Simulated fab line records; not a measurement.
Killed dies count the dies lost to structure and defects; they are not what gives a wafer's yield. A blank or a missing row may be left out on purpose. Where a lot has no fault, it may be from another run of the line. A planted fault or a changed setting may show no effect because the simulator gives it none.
What tool caused it? | flow sky130 | Sampling: 13 lots, 39 wafers, 5 of 708 route steps

## WHAT THE GAUGES READ, wafer by wafer
SKY_NWELL_OVL_MEAS_10.
lot  | measured     | on         | NWELL_00_OVL (nm)
L135 | day 4 11:56  | overlay-01 | -0.7 -0.6 2.5
L138 | day 5 08:25  | overlay-01 | 2.3 -0.4 -0.3
L139 | day 5 12:48  | overlay-01 | 1.8 1.9 0.7
L140 | day 5 21:06  | overlay-01 | -0.6 -0.3 -0.6
L141 | day 6 00:29  | overlay-01 | -0.6 0.0 0.8
L143 | day 6 11:23  | overlay-02 | 1.1 0.4 1.1
L146 | day 7 02:47  | overlay-01 | -1.9 0.6 0.2
L147 | day 7 11:47  | overlay-02 | -1.7 -2.9 -0.7
L149 | day 8 08:07  | overlay-02 | 1.6 -0.6 -0.2
L150 | day 8 11:21  | overlay-01 | 1.6 1.8 0.0
L151 | day 8 14:10  | overlay-01 | -2.8 -1.1 -1.4
L152 | day 8 17:50  | overlay-01 | -1.0 0.2 -1.1
L157 | day 10 00:49 | overlay-02 | -1.0 0.1 -1.3

SKY_VT_ADJUST_NCORE_OVL_MEAS_08.
lot  | measured     | on         | VT_ADJUST_NCORE_OVL (nm)
L135 | day 8 10:46  | overlay-02 | 0.0 0.9 -0.5
L138 | day 9 11:02  | overlay-01 | 1.0 0.7 1.7
L139 | day 9 15:34  | overlay-02 | 0.7 0.3 -1.7
L140 | day 10 01:14 | overlay-02 | 2.7 1.0 1.3
L141 | day 10 06:17 | overlay-01 | 0.9 -1.5 0.3
L143 | day 10 19:40 | overlay-02 | 1.9 3.0 3.5
L146 | day 11 14:50 | overlay-02 | 0.6 3.6 2.1
L147 | day 12 02:14 | overlay-01 | 0.1 -2.1 0.0
L149 | day 13 01:04 | overlay-02 | 0.3 -3.0 1.2
L150 | day 13 06:34 | overlay-02 | 0.9 1.6 -0.1
L151 | day 13 09:47 | overlay-01 | -1.3 1.5 0.1
L152 | day 13 12:50 | overlay-02 | -2.2 0.6 0.8
L157 | day 15 03:00 | overlay-01 | 2.3 0.5 1.6

SKY_LDD_P_TW_MEAS_11.
lot  | measured     | on           | LDD_P_TW
L135 | day 18 23:05 | filmMetro-01 | 632 631 634
L138 | day 20 02:56 | filmMetro-02 | 633 638 636
L139 | day 20 02:44 | filmMetro-03 | 632 633 631
L140 | day 20 19:26 | filmMetro-01 | 629 631 629
L141 | day 21 07:47 | filmMetro-01 | 630 631 629
L143 | day 22 10:23 | filmMetro-03 | 632 633 631
L146 | day 22 22:58 | filmMetro-01 | 632 632 634
L147 | day 23 11:42 | filmMetro-01 | 628 631 630
L149 | day 24 10:58 | filmMetro-01 | 587 585 585
L150 | day 24 22:36 | filmMetro-03 | 587 583 589
L151 | day 24 23:52 | filmMetro-01 | 590 587 588
L152 | day 25 04:30 | filmMetro-03 | 634 633 632
L157 | day 26 20:36 | filmMetro-03 | 632 635 637

SKY_RES_XHIGH_TW_MEAS_09.
lot  | measured     | on           | RES_XHIGH_TW
L135 | day 26 13:22 | filmMetro-03 | 1643 1640 1647
L138 | day 27 17:34 | filmMetro-01 | 1638 1643 1644
L139 | day 27 16:41 | filmMetro-01 | 1637 1633 1637
L140 | day 28 06:38 | filmMetro-01 | 1635 1644 1648
L141 | day 28 19:35 | filmMetro-04 | 1622 1639 1635
L143 | day 29 18:57 | filmMetro-04 | 1643 1639 1645
L146 | day 30 06:19 | filmMetro-03 | 1629 1630 1625
L147 | day 30 16:13 | filmMetro-04 | 1637 1624 1636
L149 | day 31 16:04 | filmMetro-03 | 1642 1638 1642
L150 | day 31 23:46 | filmMetro-03 | 1632 1632 1646
L151 | day 32 04:38 | filmMetro-04 | 1626 1622 1619
L152 | day 32 06:17 | filmMetro-01 | 1624 1628 1629
L157 | day 33 20:48 | filmMetro-01 | 1639 1635 1637

## TOOL THAT RAN EACH LOT (tool first, then ch and the chambers of the sampled wafers, then the start)
lot  | SKY_LDD_P_IMPLANT_09
L135 | implanter-04 ch 0, day 18 22:50
L138 | implanter-02 ch 0, day 20 02:41
L139 | implanter-01 ch 0, day 20 02:31
L140 | implanter-04 ch 0, day 20 19:13
L141 | implanter-02 ch 0, day 21 07:32
L143 | implanter-04 ch 0, day 22 10:08
L146 | implanter-04 ch 0, day 22 22:44
L147 | implanter-04 ch 0, day 23 11:28
L149 | implanter-04 ch 0, day 24 10:44
L150 | implanter-04 ch 0, day 24 22:23
L151 | implanter-04 ch 0, day 24 23:38
L152 | implanter-01 ch 0, day 25 04:16
L157 | implanter-02 ch 0, day 26 20:23
- SKY_LDD_P_IMPLANT_09

## AS READ BY THE TOOLS THEMSELVES (means over the sampled wafers that have a number; for cases with no such wafer, the mark the record gives instead)
SKY_LDD_P_IMPLANT_09.
lot  | tool         | beamOnS (s) | doseIonsCm2 | faradayCurrentUA
L135 | implanter-04 | 9.98        | 1e+13       | 56.5
L138 | implanter-02 | 10.01       | 1e+13       | 56.3
L139 | implanter-01 | 10.13       | 1e+13       | 55.7
L140 | implanter-04 | 9.92        | 1e+13       | 56.9
L141 | implanter-02 | 9.87        | 1e+13       | 57.1
L143 | implanter-04 | 10.03       | 1e+13       | 56.2
L146 | implanter-04 | 9.96        | 1e+13       | 56.5
L147 | implanter-04 | 10.05       | 1e+13       | 56.1
L149 | implanter-04 | 10.05       | 8e+12       | 44.0
L150 | implanter-04 | 10.27       | 8e+12       | 42.8
L151 | implanter-04 | 10.11       | 8e+12       | 43.7
L152 | implanter-01 | 9.93        | 1e+13       | 56.6
L157 | implanter-02 | 10.01       | 1e+13       | 56.4

## THE ANSWER, worked out from the rows above alone
Rule: the lots themselves supply what counts as usual. Put in order of their means at a reading, lots are off if they are a third of the lots or fewer, leave a main group of 4 or more, and stand apart from it by a gap of 3 or more times the standard deviation of the main group's means; of several such gaps the widest counts. A main group is skipped when, at the precision printed for the reading in the tables above, its means are all equal. Also off: a lot with no number at a reading for which 4 or more lots have one. Where the step has rows for the other lots, those lots are counted as sound. Order of review: gauges by route order, followed by the tools' own readings, for which a lot's mean as printed above is used. At the first step where some lot is off, the reading lying furthest off is the one used; lots without a number count as furthest.
Off: L149, L150, L151, seen at SKY_LDD_P_TW_MEAS_11 (LDD_P_TW). The main group: mean 632, standard deviation 1.9.
If a tool, at a process step before that reading, ran all the lots that are off and no sound lot after the first of them, it fits. Not tried: the gauges at SKY_LDD_P_TW_MEAS_11; whatever is off there is also off at SKY_LDD_P_IMPLANT_09, on other tools, and gauge error can't account for it. One candidate fits, namely implanter-04 at SKY_LDD_P_IMPLANT_09. A fault onset in the window from L147 (day 23 11:28, its last sound lot) to L149 (day 24 10:44, its first lot off) fits.
The tool's own readings at SKY_LDD_P_IMPLANT_09 bear it out: on the lots that are off they differ by more than 5 times the standard deviation of the sound lots' means. doseIonsCm2 reads 8e+12 there against 1e+13 on the sound lots; faradayCurrentUA reads 43.5 there against 56.4 on the sound lots.

## WHAT HAD BEEN PUT IN BY THE SIMULATOR
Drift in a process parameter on implanter-04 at SKY_LDD_P_IMPLANT_09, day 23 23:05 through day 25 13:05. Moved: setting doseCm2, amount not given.
Lots struck among those shown: L149, L150, L151. The rule above reached the same finding.
